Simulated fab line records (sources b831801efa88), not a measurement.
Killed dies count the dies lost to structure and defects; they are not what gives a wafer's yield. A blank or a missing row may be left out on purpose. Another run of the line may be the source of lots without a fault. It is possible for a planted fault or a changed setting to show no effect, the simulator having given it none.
Check of tool commonality | flow gf180mcu | 13 lots, 39 wafers sampled

WHY THIS WAS OPENED
At GF_HV_LDD_THK_MEAS_55 the reading HV_LDD_CVD_54_THK is flagged on 2 of 13 lots. Fault-free wafers read 9.91 nm, with a standard deviation of 0.15.
Rule: a lot is flagged in two cases, either no wafer of it has a number, or all its wafers with numbers fall more than 4 standard deviations from that mean. All remaining lots are regarded as sound.

lot  | measured     | on            | HV_LDD_CVD_54_THK (nm), wafer by wafer | flag
L369 | day 13 00:23 | film_metro-03 | 9.91 9.96 10.13                        |
L370 | day 13 02:38 | film_metro-01 | 10.00 9.93 9.88                        |
L378 | day 15 12:50 | film_metro-01 | 10.01 10.21 10.05                      |
L379 | day 15 13:48 | film_metro-02 | 7.01 6.82 6.95                         | FLAGGED
L380 | day 16 05:11 | film_metro-03 | 6.88 6.87 6.74                         | FLAGGED
L381 | day 16 14:55 | film_metro-01 | 9.90 9.89 9.80                         |
L383 | day 16 22:22 | film_metro-01 | 9.87 9.97 9.87                         |
L385 | day 17 20:35 | film_metro-02 | 10.21 10.28 10.19                      |
L388 | day 19 02:27 | film_metro-02 | 9.67 9.82 9.64                         |
L389 | day 19 09:14 | film_metro-01 | 9.77 9.72 9.94                         |
L390 | day 19 09:59 | film_metro-03 | 9.84 9.86 9.91                         |
L391 | day 19 16:43 | film_metro-02 | 9.94 9.96 9.89                         |
L392 | day 20 03:47 | film_metro-03 | 9.98 10.06 9.94                        |
On average the flagged lots' numbers are 6.88 nm, which is -3.03 nm against the usual, or -20 standard deviations.

EACH LOT AND THE TOOL IT RAN ON
The record holds 1 process step before the reading, out of a route of 602 steps. Every cell lists first the tool, next ch and the chambers used by the sampled wafers, and last the start.
lot  | flag    | GF_HV_LDD_CVD_54
L369 |         | lpcvd-01 ch 0, day 12 22:04
L370 |         | lpcvd-02 ch 0, day 13 01:36
L378 |         | lpcvd-02 ch 0, day 15 11:49
L379 | FLAGGED | lpcvd-01 ch 0, day 15 12:16
L380 | FLAGGED | lpcvd-01 ch 0, day 16 04:10
L381 |         | lpcvd-02 ch 1, day 16 13:54
L383 |         | lpcvd-02 ch 0, day 16 21:20
L385 |         | lpcvd-02 ch 1, day 17 19:34
L388 |         | lpcvd-02 ch 1, day 19 01:26
L389 |         | lpcvd-01 ch 1, day 19 08:11
L390 |         | lpcvd-02 ch 1, day 19 08:58
L391 |         | lpcvd-02 ch 0, day 19 15:41
L392 |         | lpcvd-01 ch 1, day 20 02:46
What is done by these steps:
- GF_HV_LDD_CVD_54: deposits SiO2 from TEOS, target thk 10 nm, time 75 s.
- GF_HV_LDD_THK_MEAS_55

FLAGGED AGAINST TOTAL, ONE TOOL AT A TIME (gauges that did the reading follow at the end)
step                  | tool          | lots run | flagged | share of the flagged lots | sound lots run after its first flagged lot
GF_HV_LDD_CVD_54      | lpcvd-01      | 5        | 2       | all                       | 2 (L389,L392)
GF_HV_LDD_CVD_54      | lpcvd-02      | 8        | 0       | none                      | -
GF_HV_LDD_THK_MEAS_55 | film_metro-01 | 5        | 0       | none                      | -
GF_HV_LDD_THK_MEAS_55 | film_metro-02 | 4        | 1       | some                      | 3 (L385,L388,L391)
GF_HV_LDD_THK_MEAS_55 | film_metro-03 | 4        | 1       | some                      | 2 (L390,L392)

WHAT THE TABLE PERMITS
In the table, 1 row covers all flagged lots: lpcvd-01 at GF_HV_LDD_CVD_54.
- lpcvd-01 at GF_HV_LDD_CVD_54 ran 5 lots, 2 of them flagged. Sound lots ran on it after the first flagged one (L389, L392), which a lasting fault on the whole tool wouldn't allow.
None of the table's rows ran every flagged lot and, after the first, no sound lot.

WHAT THE SIMULATOR PUT IN
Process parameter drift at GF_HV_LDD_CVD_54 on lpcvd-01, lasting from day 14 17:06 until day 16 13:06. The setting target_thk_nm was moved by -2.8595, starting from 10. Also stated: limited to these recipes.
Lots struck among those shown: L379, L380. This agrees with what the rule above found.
